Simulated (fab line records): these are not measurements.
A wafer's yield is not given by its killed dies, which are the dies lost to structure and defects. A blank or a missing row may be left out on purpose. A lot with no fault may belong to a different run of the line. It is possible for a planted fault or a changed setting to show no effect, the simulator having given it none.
A lot that was struck, set against a sound lot :: flow gf180mcu :: 14 steps out of a route of 602
Sound: wafers L132.1, L132.3, L132.5. The struck wafers were L142.3, L142.5, L142.6. The cause is given at the end.
Per side, at each step with rows, come the tool, then ch with its chambers, and then its first start. Under that, the readings that differ: sound wafers :: struck wafers :: difference of the means :: sigmas: that difference in standard deviations of wafers without a fault.
alike: words and numbers the same on both sides, and readings whose means are apart by under 2 such deviations; not compared: readings that were withheld, readings missing a value for some wafer, numbers with overlapping values and no deviation given by the record, and bounds like >300 which may hide the same value.
The two part at a step that has a row with sigmas, a row that says differs or no value, or rows on one side only. Numbers that don't overlap but have no deviation are shown without sigmas and don't part them. Lack of a reading on every wafer of one side parts them only where that side has two or more wafers.

first, 6 steps without rows for these wafers: GF_PSD_HMDS_01 (prime time 60 s); GF_PSD_COAT_02 (resist thk 1000 nm); GF_PSD_SOFTBAKE_03 (time 60 s); GF_PSD_EXPOSE_04 (exposes mask Pplus, target cd 400 nm); GF_PSD_PEB_05; GF_PSD_DEVELOP_06 (develop time 60 s).
GF_PSD_CD_MEAS_07: target cd 400 nm.
  sound on cd sem-01 at day 16 09:25; struck on cd sem-01 at day 20 08:50
  alike: cd nm
GF_PSD_OVL_MEAS_08:
  sound on overlay-01 at day 16 09:32; struck on overlay-01 at day 20 08:55
  alike: PSD_OVL
after that, 1 step had no rows for these wafers: GF_PSD_IMPLANT_09.
GF_PSD_STRIP_10: strips in O2/N2.
  sound on plasma asher-02 ch 0,1, day 16 09:43; struck on plasma asher-01 ch 0,1, day 20 09:08
  alike: drypump motor current A, heater power w, n2 flow sccm, oes product au, strip time to endpoint s
  not compared: rf hours counter h
GF_PSD_TW_MEAS_11:
  sound on film metro-01 at day 16 09:49; struck on film metro-01 at day 20 09:13
  alike: PSD_TW
then, 1 step without rows for these wafers: GF_PSD_CLEAN_12 (cleans in SC1/SC2, time 150 s).
GF_PSD_RTA_13: time 20 s.
  sound on rtp anneal-01 ch 0, day 16 09:55; struck on rtp anneal-01 ch 0, day 20 09:20
reading: run length s (s)
sound: 48.4 49.0 48.4
struck: 73.1 73.3 72.9
difference: +24.5
sigmas: +45
  alike: lamp power pct, wafer_temp_C_max
GF_PSD_RS_MEAS_14: measurement is done with a four-point probe.
  sound on film metro-03 at day 16 10:01; struck on film metro-02 at day 20 09:43
reading: NSD_RS (ohm/sq)
sound: 46.12 46.10 45.95
struck: 41.80 41.88 41.93
difference: -4.19
sigmas: -50
  not compared: hold

== WHERE THEY PART ==
Last at GF_PSD_RS_MEAS_14 as far as this record goes, first at GF_PSD_RTA_13.

WHY: what the simulator had put in
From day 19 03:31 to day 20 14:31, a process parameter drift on rtp anneal-01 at GF_PSD_RTA_13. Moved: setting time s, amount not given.
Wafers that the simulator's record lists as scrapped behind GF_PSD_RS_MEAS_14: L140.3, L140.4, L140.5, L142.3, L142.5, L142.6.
